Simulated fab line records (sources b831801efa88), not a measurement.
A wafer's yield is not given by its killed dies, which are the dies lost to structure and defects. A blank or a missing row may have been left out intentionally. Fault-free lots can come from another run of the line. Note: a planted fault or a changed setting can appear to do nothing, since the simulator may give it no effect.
A struck lot beside a sound one    flow sky130    14 out of 708 route steps
Sound: the wafers L906.1, L906.2, L906.5. Wafers L917.2, L917.3, L917.6 were the ones struck. Last of all comes the cause.
At each step with rows: each side's tool, then ch and its chambers, then its first start. Under that, the readings that differ: sound wafers    struck wafers    difference of the means    sigmas: that difference in standard deviations of wafers without a fault.
alike: readings with means less than 2 such deviations apart, plus words and numbers identical on both sides. not compared: withheld readings, readings lacking a value on some wafer, bounds such as >300 that could conceal the same value, and numbers that have no deviation in the record and whose values overlap.
Wherever a step has rows on one side only, a row that says differs or no value, or a row with sigmas, the two part there. When numbers do not overlap yet have no deviation, they are printed without sigmas and do not part them. Lack of a reading on every wafer of one side parts them only where that side has two or more wafers.

first, 2 steps without rows for these wafers: SKY_POLY_GATE_CLEAN_19 (cleans in SC1/SC2, time 150 s); SKY_POLY_GATE_OXIDATION_20 (stabilise 600 s, purge 300 s, target thk 4 nm).
SKY_POLY_GATE_THK_MEAS_21:
  sound on filmMetro-02, day 16 15:58; struck on filmMetro-01, day 20 09:08
  alike: POLY_GATE_OXIDATION_THK
SKY_POLY_GATE_CD_MEAS_22:
  sound on cdSem-01, day 16 16:02; struck on cdSem-01, day 20 09:17
  alike: cdNm
then, 7 steps without rows for these wafers: SKY_LDD_N_DEHYDRATE_00 (time 60 s); SKY_LDD_N_HMDS_01 (prime time 60 s); SKY_LDD_N_COAT_02 (resist thk 300 nm); SKY_LDD_N_SOFTBAKE_03 (time 60 s); SKY_LDD_N_EXPOSE_04 (exposes mask NTM, target cd 840 nm); SKY_LDD_N_PEB_05; SKY_LDD_N_DEVELOP_06 (develop time 60 s).
SKY_LDD_N_OVL_MEAS_07:
  sound on overlay-02, day 17 20:39; struck on overlay-01, day 21 16:03
  alike: LDD_N_OVL
SKY_LDD_N_IMPLANT_08:
  sound on implanter-02 ch 0, day 17 20:41; struck on implanter-02 ch 0, day 21 16:07
reading                   sound                 struck                difference  sigmas
beamEnergyKeV             20.014 19.997 20.000  18.208 18.201 18.216  -1.795      -99 or more
model.implant.rpNm (nm)   15.87 15.87 15.87     15.52 15.52 15.52     -0.35       
model.implant.drpNm (nm)  7.212 7.212 7.212     6.761 6.761 6.761     -0.451      
then, 1 step without rows for these wafers: SKY_LDD_N_IMPLANT_09.

WHERE THEY PART
Within this record, at SKY_LDD_N_IMPLANT_08 only.

WHY: what had been put in by the simulator
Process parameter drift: implanter-02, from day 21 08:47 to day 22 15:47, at SKY_LDD_N_IMPLANT_08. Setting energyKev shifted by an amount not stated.
